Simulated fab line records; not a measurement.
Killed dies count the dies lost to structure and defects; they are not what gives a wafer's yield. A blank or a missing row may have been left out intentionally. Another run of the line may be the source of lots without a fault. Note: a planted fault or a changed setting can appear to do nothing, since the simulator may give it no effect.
A struck lot beside a sound one	flow gf180mcu	14 out of 602 route steps
Sound: the wafers L244.1, L244.4, L244.5. The struck wafers were L251.4, L251.5, L251.6. The cause comes at the end.
For every step that has rows: the tool of each side, followed by ch and its chambers, followed by its first start. Under that, the readings that differ: sound wafers	struck wafers	difference of the means	sigmas: that difference in standard deviations of wafers without a fault.
alike: a reading whose means differ by less than 2 such deviations, as well as words and numbers matching on both sides. not compared: withheld readings; readings where some wafer has no value; bounds like >300 that might hide an equal value; numbers whose values overlap and for which the record gives no deviation.
The two part at a step that has a row with sigmas, a row that says differs or no value, or rows on one side only. Numbers that have no deviation but don't overlap get no sigmas and don't part them. A reading that every wafer of one side lacks parts them only if that side has two wafers or more.

GF_V5_STRIP_18: strips in O2/N2.
  sound on plasma-asher-01 ch 0,1, day 30 04:20; struck on plasma-asher-04 ch 0,1, day 31 14:34
  alike: drypump-motor-current-A, heater-power-w, oes-product-au
  not compared: rf-hours-counter-h
then, 5 steps without rows for these wafers: GF_V5_STRIP_19 (strips in post etch residue remover, time 1200 s); GF_V5_CLEAN_20 (cleans in DIW); GF_V5_SPUTTER_21 (material Ti, target thk 15 nm, time 80.02 s); GF_V5_SPUTTER_22 (material TiN, target thk 10 nm, time 40 s); GF_V5_CVD_23 (deposits W, target thk 350 nm, time 104.9 s).
GF_V5_RS_MEAS_24: measures by four-point-probe.
  sound: film-metro-01 at day 30 05:05; struck: film-metro-01 at day 31 15:22
  alike: V5_W_RS
GF_V5_THK_MEAS_25: measures by xrf.
  sound: film-metro-01 at day 30 05:13; struck: film-metro-01 at day 31 15:28
  alike: V5_W_THK
then, 1 step without rows for these wafers: GF_V5_CMP_26 (polishes, stops on SiO2, t overpolish 15 s, target thk 0 nm).
GF_TOP_METAL_SPUTTER_00: material Ti, target thk 37.5 nm, time 150 s.
  sound: pvd-sputter-02 at day 30 05:34; struck: pvd-sputter-01 at day 31 15:47
  alike: cathode-dc-power-W, chamber-pressure-pa, throttle-valve-pct
GF_TOP_METAL_SPUTTER_01: material TiN, target thk 30 nm, time 25 s.
  sound: pvd-sputter-02 at day 30 05:40; struck: pvd-sputter-01 at day 31 15:53
  alike: cathode-dc-power-W, chamber-pressure-pa, throttle-valve-pct
GF_TOP_METAL_SPUTTER_02: material AlCu, target thk 900 nm, time 47.82 s.
  sound: pvd-sputter-02 at day 30 05:42; struck: pvd-sputter-01 at day 31 15:55
  alike: cathode-dc-power-W, chamber-pressure-pa, throttle-valve-pct
GF_TOP_METAL_SPUTTER_03: material Ti, target thk 5 nm, time 3.3 s.
  sound: pvd-sputter-02 at day 30 05:44; struck: pvd-sputter-01 at day 31 15:58
  no value came back on the struck wafers for cathode-dc-power-W (W), chamber-pressure-pa (Pa), throttle-valve-pct (%); on the sound wafers cathode-dc-power-W (W) reads 2999.8 2998.9 2999.6
GF_TOP_METAL_SPUTTER_04: material TiN, target thk 25 nm, time 20.8 s.
  sound: pvd-sputter-02 at day 30 05:46; struck: pvd-sputter-01 at day 31 15:59
  alike: cathode-dc-power-W, chamber-pressure-pa, throttle-valve-pct

== WHERE THEY PART ==
At GF_TOP_METAL_SPUTTER_03 and nowhere else, as far as this record goes. Later steps at which nothing parts them and some readings are alike: GF_TOP_METAL_SPUTTER_04.

WHY: what the simulator had put in
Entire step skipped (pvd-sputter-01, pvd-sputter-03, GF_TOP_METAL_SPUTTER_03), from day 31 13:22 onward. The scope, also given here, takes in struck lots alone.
